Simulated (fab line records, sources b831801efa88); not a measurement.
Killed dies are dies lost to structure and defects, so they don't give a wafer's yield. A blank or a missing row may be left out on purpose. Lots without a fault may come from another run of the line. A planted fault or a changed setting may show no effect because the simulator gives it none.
fab line records | flow gf180mcu
record lots=14 wafers=41 last_day=34
route steps=602 shown HV_LDD@214 CONTACT@289 V3@430
lots that met no fault: from a run of the same line without faults
start_h: hours from the record's first day to the start of the lot's first wafer shown | wait_h: hours since the lot's step before | " the same as in the row above | L1.1+2: a row that stands for several wafers | - no value, or no start given | * or withheld: withheld | < > ~ a bound
route shown NAME@n: a module of which the file shows steps, and the number in the route of the first | usual: mean/standard deviation of fault-free wafers | same: alike in all rows | chamber/n: place in a boat | sites: the reading at each site | _std_site: their standard deviation | _edge_site: outer sites' mean less inner sites' | radius_mm: how far each site lies from the wafer's centre | mask NAME#n: copy n | behind: the tool/chamber that last shaped the wafer | hold: why the lot was held/for how many hours/how that ended | device: the transistor (n, p or np) that didn't switch | end of line: the same wafers' tests at the end of the route | a step without rows: its recipe alone | killed: dies lost to structure and defects at the first sort, not the wafer's yield | map: a wafer's dies, x killed, . not, _ none there
set.NAME: the setting as run; set.NAME@STEP: as run at that earlier step | model.NAME: the simulator's own value behind a step, which no gauge read
steps of the route over a sample of lots; a table a step, a row a wafer
services: from which hour (start_h, from the record's first day; less than 0 if before it) a tool's chamber was out of use, for how many hours, and why
## steps
# step GF_HV_LDD_TW_MEAS_38
# usual HV_LDD_3_TW=1444/6.1
# columns lot.wafer tool chamber start_h wait_h HV_LDD_3_TW
L931.3 film_metro-01 - 254.98 0.1 1449
L931.5 " - " " 1441
L931.6 " - " " 1448
L932.2 film_metro-01 - 264.86 0.1 1453
L932.3 " - " " 1448
L932.4 " - " " 1454
L934.2 film_metro-01 - 283.37 0.1 1445
L934.3 " - " " 1451
L934.6 " - " " 1446
L939.3 film_metro-04 - 319.88 0.1 1441
L939.5 " - " " 1438
L942.4 film_metro-01 - 349.14 0.1 1450
L942.5 " - " " 1453
L942.6 " - " " 1443
L943.2 film_metro-03 - 352.01 0.1 1438
L943.4 " - " " 1440
L943.5 " - " " 1435
L944.1 film_metro-03 - 358.75 0.1 1441
L944.2 " - " " 1443
L944.3 " - " " 1438
L945.1 film_metro-03 - 370.55 0.1 1440
L945.3 " - " " 1437
L945.5 " - " " 1447
L948.1 film_metro-03 - 392.27 0.1 1448
L948.2 " - " " 1451
L948.4 " - " " 1441
L949.2 film_metro-03 - 398.48 0.1 1453
L949.3 " - " " 1443
L949.5 " - " " 1444
L950.2 film_metro-01 - 405.73 0.1 1450
L950.5 " - " " 1452
L950.6 " - " " 1454
L951.2 film_metro-01 - 415.58 0.1 1449
L951.4 " - " " 1444
L951.5 " - " " 1458
L952.1 film_metro-03 - 424.50 0.1 1449
L952.2 " - " " 1445
L952.3 " - " " 1447
L954.1 film_metro-03 - 437.87 0.1 1446
L954.4 " - " " 1444
L954.6 " - " " 1454
# step GF_HV_LDD_RTA_52
# recipe temp_c=1000 time_s=10 ambient=N2
# usual lamp_power_pct=28.9/1.8 wafer_temp_C_max=1006.0/1.1
# columns lot.wafer tool chamber start_h wait_h lamp_power_pct wafer_temp_C_max
L931.3 rtp_anneal-01 0 274.45 0.0 26.9 1005.9
L931.5 " 0 " " 26.9 1008.2
L931.6 " 0 " " 26.9 1006.6
L932.2 rtp_anneal-01 0 285.14 0.0 26.9 1006.8
L932.3 " 0 " " 26.8 1007.7
L932.4 " 0 " " 26.9 1007.4
L934.2 rtp_anneal-01 0 303.79 0.0 26.9 1006.5
L934.3 " 0 " " 26.8 1005.4
L934.6 " 0 " " 26.9 1006.5
L939.3 rtp_anneal-01 0 342.24 0.0 26.9 1006.6
L939.5 " 0 " " 26.8 1009.6
L942.4 rtp_anneal-01 0 370.95 0.0 26.9 1007.8
L942.5 " 0 " " 26.8 1006.3
L942.6 " 0 " " 26.9 1005.2
L943.2 rtp_anneal-02 0 373.60 0.0 30.5 1004.8
L943.4 " 0 " " 30.5 1005.7
L943.5 " 0 " " 30.5 1004.3
L944.1 rtp_anneal-01 0 381.53 0.0 26.9 1007.9
L944.2 " 0 " " 26.8 1006.1
L944.3 " 0 " " 26.9 1005.1
L945.1 rtp_anneal-02 0 394.05 0.0 30.5 1003.7
L945.3 " 0 " " 30.6 1005.6
L945.5 " 0 " " 30.5 1003.9
L948.1 rtp_anneal-01 0 415.20 0.0 26.9 1005.4
L948.2 " 0 " " 26.8 1006.2
L948.4 " 0 " " 26.9 1006.5
L949.2 rtp_anneal-01 0 422.52 0.0 26.9 1005.4
L949.3 " 0 " " 26.8 1006.5
L949.5 " 0 " " 26.9 1007.6
L950.2 rtp_anneal-02 0 429.72 0.0 30.6 1003.8
L950.5 " 0 " " 30.5 1006.6
L950.6 " 0 " " 30.6 1005.1
L951.2 rtp_anneal-02 0 440.94 0.0 30.5 1007.1
L951.4 " 0 " " 30.5 1006.9
L951.5 " 0 " " 30.5 1005.7
L952.1 rtp_anneal-02 0 449.26 0.0 30.6 1005.8
L952.2 " 0 " " 30.5 1005.9
L952.3 " 0 " " 30.5 1005.5
L954.1 rtp_anneal-01 0 462.70 0.0 26.9 1005.4
L954.4 " 0 " " 26.8 1005.4
L954.6 " 0 " " 26.8 1006.0
# step GF_CONTACT_CVD_02
# recipe material=SiO2 target_thk_nm=860 precursor=TEOS temp_c=400 time_s=95.992 rf_w=600
# usual heater_power_w=670/77
# columns lot.wafer tool chamber start_h wait_h heater_power_w
L931.3 pecvd-03 1 340.81 0.0 681
L931.5 " 1 " " 540
L931.6 " 2 " " 812
L932.2 pecvd-01 2 353.21 0.0 638
L932.3 " 1 " " 704
L932.4 " 1 " " 748
L934.2 pecvd-04 2 373.20 0.0 683
L934.3 " 0 " " 711
L934.6 " 1 " " 634
L939.3 pecvd-03 2 416.29 0.0 852
L939.5 " 2 " " 655
L942.4 pecvd-03 0 445.76 0.1 602
L942.5 " 1 " " 672
L942.6 " 2 " " 675
L943.2 pecvd-01 0 449.58 0.0 703
L943.4 " 2 " " 732
L943.5 " 1 " " 727
L944.1 pecvd-04 1 458.52 0.1 681
L944.2 " 0 " " 709
L944.3 " 2 " " 652
L945.1 pecvd-01 2 471.22 0.1 722
L945.3 " 1 " " 734
L945.5 " 2 " " 761
L948.1 pecvd-01 2 493.33 0.1 774
L948.2 " 1 " " 717
L948.4 " 2 " " 618
L949.2 pecvd-01 0 501.47 0.0 596
L949.3 " 1 " " 729
L949.5 " 0 " " 696
L950.2 pecvd-04 0 507.78 0.0 772
L950.5 " 2 " " 589
L950.6 " 1 " " 604
L951.2 pecvd-03 1 518.37 0.0 701
L951.4 " 0 " " 627
L951.5 " 2 " " 824
L952.1 pecvd-04 0 525.61 0.1 718
L952.2 " 1 " " 587
L952.3 " 2 " " 655
L954.1 pecvd-01 0 538.50 0.1 659
L954.4 " 1 " " 688
L954.6 " 0 " " 715
# step GF_CONTACT_THK_MEAS_03
# recipe reads=SiO2_of_CONTACT_CVD_02
# usual CONTACT_CVD_02_THK=863/11
# columns lot.wafer tool chamber start_h wait_h CONTACT_CVD_02_THK[nm]
L931.3 film_metro-01 - 340.90 0.1 860
L931.5 " - " " 867
L931.6 " - " " 869
L932.2 film_metro-04 - 353.29 0.0 867
L932.3 " - " " 867
L932.4 " - " " 870
L934.2 film_metro-03 - 373.28 0.0 854
L934.3 " - " " 860
L934.6 " - " " 863
L939.3 film_metro-01 - 416.38 0.1 846
L939.5 " - " " 262
L942.4 film_metro-04 - 445.82 0.0 868
L942.5 " - " " 262
L942.6 " - " " 250
L943.2 film_metro-03 - 449.66 0.0 857
L943.4 " - " " 858
L943.5 " - " " 869
L944.1 film_metro-03 - 458.59 0.0 848
L944.2 " - " " 859
L944.3 " - " " 840
L945.1 film_metro-03 - 471.29 0.0 841
L945.3 " - " " 868
L945.5 " - " " 851
L948.1 film_metro-04 - 493.40 0.0 843
L948.2 " - " " 855
L948.4 " - " " 852
L949.2 film_metro-04 - 501.55 0.0 846
L949.3 " - " " 863
L949.5 " - " " 875
L950.2 film_metro-01 - 507.86 0.0 880
L950.5 " - " " 879
L950.6 " - " " 857
L951.2 film_metro-01 - 518.45 0.0 866
L951.4 " - " " 883
L951.5 " - " " 875
L952.1 film_metro-03 - 525.68 0.0 863
L952.2 " - " " 856
L952.3 " - " " 860
L954.1 film_metro-04 - 538.57 0.0 849
L954.4 " - " " 871
L954.6 " - " " 866
# step GF_CONTACT_CMP_04
# recipe material=SiO2 down_force_psi=4 platen_rpm=60 pad_velocity_m_s=0.94248
# usual motor_current_A=11.6/0.81 slurry_filter_dp_kPa=13.50/0.15 time_to_endpoint_s=112/7.3
# columns lot.wafer tool chamber start_h wait_h motor_current_A slurry_filter_dp_kPa time_to_endpoint_s
L931.3 cmp-01 3 340.99 0.1 12.5 13.46 117
L931.6 " 2 " " 11.9 13.42 116
L931.5 " 3 " " 11.7 13.56 118
L932.2 cmp-01 2 353.34 0.0 11.9 13.56 115
L932.3 " 3 " " 11.7 13.69 117
L932.4 " 1 " " 11.1 13.39 123
L934.2 cmp-01 2 373.43 0.1 11.7 13.51 113
L934.3 " 3 " " 12.0 13.42 121
L934.6 " 1 " " 10.6 13.47 122
L939.3 cmp-01 0 416.57 0.2 13.1 13.45 103
L939.5 " 2 " " 12.3 13.36 31
L942.4 cmp-01 2 445.85 0.0 11.9 13.57 102
L942.6 " 2 " " 11.7 13.58 30
L942.5 " 3 " " 12.2 13.53 31
L943.4 cmp-02 2 449.71 0.0 11.7 13.80 110
L943.2 " 1 " " 11.3 13.35 115
L943.5 " 3 " " 10.8 13.46 116
L944.2 cmp-02 1 458.70 0.1 11.4 13.45 116
L944.1 " 2 " " 12.0 13.33 110
L944.3 " 3 " " 10.3 13.45 109
L945.1 cmp-01 0 471.45 0.1 12.9 13.65 101
L945.3 " 1 " " 10.4 13.72 116
L945.5 " 2 " " 12.0 13.51 99
L948.4 cmp-02 3 493.51 0.1 10.5 13.48 106
L948.1 " 0 " " 11.4 13.42 103
L948.2 " 1 " " 11.6 13.55 116
L949.3 cmp-01 2 501.60 0.0 12.0 13.47 108
L949.2 " 1 " " 10.7 13.35 107
L949.5 " 2 " " 11.5 13.59 112
L950.2 cmp-01 2 507.96 0.1 11.5 13.27 113
L950.5 " 1 " " 10.4 13.58 120
L950.6 " 2 " " 11.4 13.74 103
L951.2 cmp-02 2 518.55 0.1 11.9 13.43 113
L951.4 " 0 " " 10.9 13.19 115
L951.5 " 2 " " 11.8 13.49 114
L952.1 cmp-01 1 525.74 0.1 10.6 13.43 113
L952.3 " 3 " " 11.2 13.56 105
L952.2 " 0 " " 13.0 13.41 104
L954.4 cmp-01 0 538.68 0.1 13.4 13.65 114
L954.1 " 2 " " 12.0 13.40 104
L954.6 " 0 " " 12.9 13.54 111
# step GF_CONTACT_ETCH_17
# recipe chemistry=C4F8/O2/Ar mask_material=KrF target=SiO2 stop_on=CoSi2 source_w=1500 bias_w=1200 pressure_mtorr=40 c4f8_flow_sccm=withheld O2_flow_sccm=6 Ar_flow_sccm=300 time_s=withheld target_depth_a=8600
# usual oes_product_au=0.816/0.0047
# columns lot.wafer tool chamber start_h wait_h oes_product_au
L931.3 rie_diel-03 3 - - 0.812
L931.5 " 0 " " 0.812
L931.6 " 1 " " 0.817
L932.2 rie_diel-04 3 - - 0.817
L932.3 " 2 " " 0.820
L932.4 " 3 " " 0.817
L934.2 rie_diel-04 3 - - 0.824
L934.3 " 2 " " 0.824
L934.6 " 2 " " 0.808
L939.3 rie_diel-01 0 - - 0.809
L939.5 " 2 " " 0.664
L942.4 rie_diel-03 3 - - 0.819
L942.5 " 1 " " 0.667
L942.6 " 2 " " 0.660
L943.2 rie_diel-03 3 - - 0.816
L943.4 " 0 " " 0.814
L943.5 " 1 " " 0.816
L944.1 rie_diel-03 0 - - 0.819
L944.2 " 2 " " 0.816
L944.3 " 3 " " 0.824
L945.1 rie_diel-03 1 - - 0.818
L945.3 " 0 " " 0.822
L945.5 " 2 " " 0.810
L948.1 rie_diel-01 1 - - 0.815
L948.2 " 2 " " 0.811
L948.4 " 0 " " 0.813
L949.2 rie_diel-04 0 - - 0.824
L949.3 " 3 " " 0.821
L949.5 " 0 " " 0.814
L950.2 rie_diel-03 2 - - 0.818
L950.5 " 2 " " 0.811
L950.6 " 1 " " 0.812
L951.2 rie_diel-01 2 - - 0.812
L951.4 " 1 " " 0.819
L951.5 " 0 " " 0.819
L952.1 rie_diel-01 0 - - 0.816
L952.2 " 1 " " 0.818
L952.3 " 2 " " 0.812
L954.1 rie_diel-03 3 - - 0.813
L954.4 " 3 " " 0.817
L954.6 " 0 " " 0.816
# step GF_V3_THK_MEAS_01
# recipe reads=SiO2_of_V3_CVD_00
# usual V3_CVD_00_THK=601/6.4
# columns lot.wafer tool chamber start_h wait_h V3_CVD_00_THK[nm]
L931.3 film_metro-04 - 490.94 0.1 615
L931.5 " - " " 599
L931.6 " - " " 610
L932.2 film_metro-01 - 503.06 0.0 606
L932.3 " - " " 604
L932.4 " - " " 599
L934.2 film_metro-02 - 526.51 0.0 604
L934.3 " - " " 606
L934.6 " - " " 596
L939.3 film_metro-02 - 568.31 0.1 599
L939.5 " - " " 603
L942.4 film_metro-04 - 592.84 0.0 599
L942.5 " - " " 594
L942.6 " - " " 597
L943.2 film_metro-01 - 599.29 0.0 598
L943.4 " - " " 597
L943.5 " - " " 608
L944.1 film_metro-04 - 604.59 0.0 596
L944.2 " - " " 613
L944.3 " - " " 603
L945.1 film_metro-01 - 615.05 0.0 612
L945.3 " - " " 614
L945.5 " - " " 609
L948.1 film_metro-01 - 634.77 0.0 599
L948.2 " - " " 603
L948.4 " - " " 603
L949.2 film_metro-02 - 643.66 0.1 599
L949.3 " - " " 599
L949.5 " - " " 600
L950.2 film_metro-04 - 646.01 0.1 597
L950.5 " - " " 590
L950.6 " - " " 596
L951.2 film_metro-04 - 654.63 0.1 590
L951.4 " - " " 598
L951.5 " - " " 588
L952.1 film_metro-02 - 663.73 0.1 591
L952.2 " - " " 599
L952.3 " - " " 598
L954.1 film_metro-01 - 671.44 0.0 606
L954.4 " - " " 608
L954.6 " - " " 600
## services
# columns tool chamber start_h hours kind
cmp-02 - 257.34 7.0 pm
cmp-01 - 285.49 1.5 repair
cmp-01 - 289.43 1.0 repair
pecvd-01 1 304.21 17.4 repair
pecvd-01 - 329.15 6.0 pm
cmp-01 - 333.25 6.0 pm
rie_diel-03 2 354.27 3.9 repair
rtp_anneal-01 - 354.39 1.4 pm
rtp_anneal-02 - 379.84 5.3 pm
pecvd-01 0 380.11 9.6 repair
cmp-01 - 404.22 4.0 pm
rie_diel-03 1 420.00 4.9 repair
cmp-01 - 448.24 4.1 pm
cmp-01 - 463.14 1.3 repair
rie_diel-03 - 473.59 0.3 repair
rie_diel-03 1 481.66 2.3 repair
rie_diel-03 0 484.98 7.0 repair
pecvd-01 - 485.02 0.7 repair
pecvd-01 - 485.99 1.3 repair
rie_diel-03 3 496.84 4.2 repair
pecvd-01 - 503.82 1.4 repair
rie_diel-03 1 510.66 10.4 repair
pecvd-01 - 518.60 2.8 pm
rie_diel-03 2 558.76 6.7 repair
## key
first_sign step=GF_CONTACT_THK_MEAS_03 reading=CONTACT_CVD_02_THK direction=down sigmas=57 usual=863 struck=258
effect step=GF_CONTACT_CMP_04 reading=time_to_endpoint_s direction=down sigmas=11 usual=* struck=*
effect step=GF_CONTACT_ETCH_17 reading=oes_product_au direction=down sigmas=32 usual=0.816 struck=0.664
met_at GF_CONTACT_CVD_02
struck_lots L939,L942
struck_wafers L939.5,L942.5,L942.6
sort_left_out L939.5,L942.5,L942.6
tester_left_out L939,L942
not_acting_at GF_HV_LDD_TW_MEAS_38,GF_HV_LDD_RTA_52,GF_V3_THK_MEAS_01
onset_between 340.81 416.29
fault kind=process_parameter_drift tool=pecvd-03 chamber=- onset_h=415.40 steps=GF_CONTACT_CVD_02 channel=target_thk_nm offset=-605.11 shape=step end_h=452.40 scope=struck_wafers_only acts_in=these_recipes_only stated=860
# tester_left_out: of these lots the tester's yield and bins aren't shown, on N5 and GAA mostly nor the transistor test; their killed dies are dies lost to structure and defects alone, not to doping, threshold or leakage, so they don't give the yield
# sort_left_out: the simulated sort isn't trusted on such a fault, so these wafers' sort isn't shown, and their yield isn't known
